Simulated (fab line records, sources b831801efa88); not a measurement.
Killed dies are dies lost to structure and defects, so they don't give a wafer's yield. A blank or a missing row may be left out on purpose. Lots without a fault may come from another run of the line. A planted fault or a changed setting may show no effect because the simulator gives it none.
One fault seen from 2 desks | flow sky130 | each desk has only its own numbers; what lay behind them comes last

THE TOOL OWNER'S DESK: cmp-01
The tool's own readings at SKY_VIA1_CMP_24 (polishes, stops on SiO2, t overpolish 15 s, target thk 0 nm): means of the sampled wafers that have a number, for each lot that ran on this tool. A lot is out of limits, marked OUT, if its mean lies more than 4 standard deviations from the usual mean; the brackets give that distance.
Columns: A = edge_zone_pressure_frac at SKY_VIA1_CMP_24, usual 1.000; B = motor_current_A at SKY_VIA1_CMP_24, usual 10.8 A; C = overpolish_run_s at SKY_VIA1_CMP_24, usual 15.000 s; D = time_to_endpoint_s at SKY_VIA1_CMP_24, usual 65 s
lot  | first seen here | A     | B    | C                       | D
L767 | day 36 03:11    | 0.998 | 10.4 | 15.012                  | 65
L768 | day 36 05:41    | 1.006 | 10.8 | 15.002                  | 69
L769 | day 36 06:21    | 1.002 | 11.1 | 15.003                  | 67
L772 | day 36 23:47    | 1.002 | 10.8 | 14.997                  | 68
L771 | day 37 00:41    | 0.993 | 10.8 | 14.999                  | 64
L775 | day 38 01:06    | 0.998 | 10.5 | 14.998                  | 68
L777 | day 38 16:52    | 1.003 | 11.4 | 7.526 (-99 or more) OUT | 84 (+6.1) OUT
L778 | day 39 02:09    | 1.000 | 10.2 | 7.518 (-99 or more) OUT | 88 (+7.4) OUT
This desk's finding: out of limits on L777, L778; first on L777, day 38 16:52 (overpolish_run_s at SKY_VIA1_CMP_24). In limits: L767, L768, L769, L772, L771, L775.

THE METROLOGY DESK
What the gauges read, lot by lot, whatever tool the lot ran on: means of the sampled wafers that have a number. A lot is out of limits, marked OUT, if its mean lies more than 4 standard deviations from the usual mean; the brackets give that distance.
Columns: A = VIA1_W_RS at SKY_VIA1_RS_MEAS_22, usual 0.427 ohm/sq
lot  | first seen here | A
L767 | day 36 02:58    | 0.426
L768 | day 36 05:30    | 0.425
L769 | day 36 06:11    | 0.428
L770 | day 36 12:22    | 0.427
L772 | day 36 23:19    | 0.424
L771 | day 37 00:27    | 0.424
L775 | day 38 00:56    | 0.421
L777 | day 38 16:41    | 0.428
L778 | day 39 01:58    | 0.422
L785 | day 40 23:22    | 0.430
L787 | day 41 10:55    | 0.438
L788 | day 41 12:25    | 0.428
This desk's finding: nothing out of limits on any of the 12 lots.

PUT TOGETHER
The tool owner's desk could have raised an alarm at day 38 16:52, on L777, L778.
The metrology desk saw nothing out of limits.
The metrology desk has L777, L778 on record, within its limits.
Of the lots named, all ran SKY_VIA1_CMP_24 on cmp-01.

WHAT THE SIMULATOR HAD PUT IN
Process parameter drift: cmp-01, from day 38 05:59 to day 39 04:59, at SKY_VIA1_CMP_24. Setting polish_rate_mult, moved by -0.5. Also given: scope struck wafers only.
Lots struck among those shown: L777, L778.
Hours from the fault's start to each desk's first reading out of limits: the tool owner's desk, 11.
